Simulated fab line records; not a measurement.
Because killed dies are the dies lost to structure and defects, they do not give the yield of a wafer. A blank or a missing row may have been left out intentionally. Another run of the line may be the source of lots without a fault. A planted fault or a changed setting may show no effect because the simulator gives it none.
Chamber matching | flow sky130 | rie_diel-01 running SKY_CONTACT_ETCH_17: 4 sister chambers
The step etches SiO2 in C4F8/O2/Ar, stops on Si3N4, target depth 340 nm. 14 wafers are shown with their chamber, then 7 later ones without.

== WAFERS PAIRED WITH THEIR CHAMBERS ==
wafer  | chamber | oes_product_au (a.u.) | bias_w (W)
L659.1 | 3       | 0.883                 | 1197
L659.2 | 2       | 0.881                 | 1199
L659.3 | 1       | 0.895                 | 1200
L661.2 | 3       | 0.890                 | 1201
L661.4 | 2       | 0.892                 | 1195
L661.5 | 2       | 0.891                 | 1199
L666.1 | 0       | 0.889                 | 1194
L666.3 | 1       | 0.894                 | 1188
L666.4 | 2       | 0.887                 | 1198
L667.1 | 2       | 0.892                 | 1205
L667.2 | 1       | 0.892                 | 1198
L667.4 | 2       | 0.884                 | 1206
L668.1 | 1       | 0.890                 | 1201
L668.4 | 1       | 0.896                 | 1204

SIGNATURES (averages over the wafers above)
reading        | chamber 0 | chamber 1 | chamber 2 | chamber 3 | scatter within a chamber
oes_product_au | 0.88900   | 0.89340   | 0.88783   | 0.88650   | 0.00393
bias_w         | 1194.00   | 1198.20   | 1200.33   | 1199.00   | 4.98
Rule: for a wafer and a chamber, the distance is found by dividing, reading by reading, the gap between the wafer's reading and the chamber's mean by the reading's scatter, squaring, summing and taking the root. If the next closest chamber is less than 2 further off than the closest, the wafer can't be placed; otherwise it belongs to the closest. The scatter is the square root of a quotient: the sum, over the shown wafers, of each reading's squared deviation from its chamber's mean, divided by wafers minus chambers.

== WAFERS WITH NO CHAMBER GIVEN ==
wafer  | oes_product_au (a.u.) | bias_w (W)
L668.6 | 0.894                 | 1197
L678.1 | 0.891                 | 1197
L678.5 | 0.885                 | 1199
L678.6 | 0.883                 | 1193
L682.1 | 0.887                 | 1199
L682.5 | 0.890                 | 1204
L682.6 | 0.897                 | 1201

== CHAMBER TAKEN BY EACH ==
wafer  | from the rows above               | in truth
L668.6 | can't be placed: 1 or 0 or 2 or 3 | 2
L678.1 | can't be placed: 1 or 0 or 2 or 3 | 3
L678.5 | can't be placed: 3 or 2 or 0 or 1 | 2
L678.6 | can't be placed: 3 or 0 or 2 or 1 | 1
L682.1 | can't be placed: 3 or 2 or 0 or 1 | 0
L682.5 | can't be placed: 2 or 3 or 1 or 0 | 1
L682.6 | can't be placed: 1 or 2 or 0 or 3 | 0
0 of 7 placed correctly. Unplaceable from these rows: 7, with the true chamber sitting among the candidates in 7. Placed wrongly: 0.
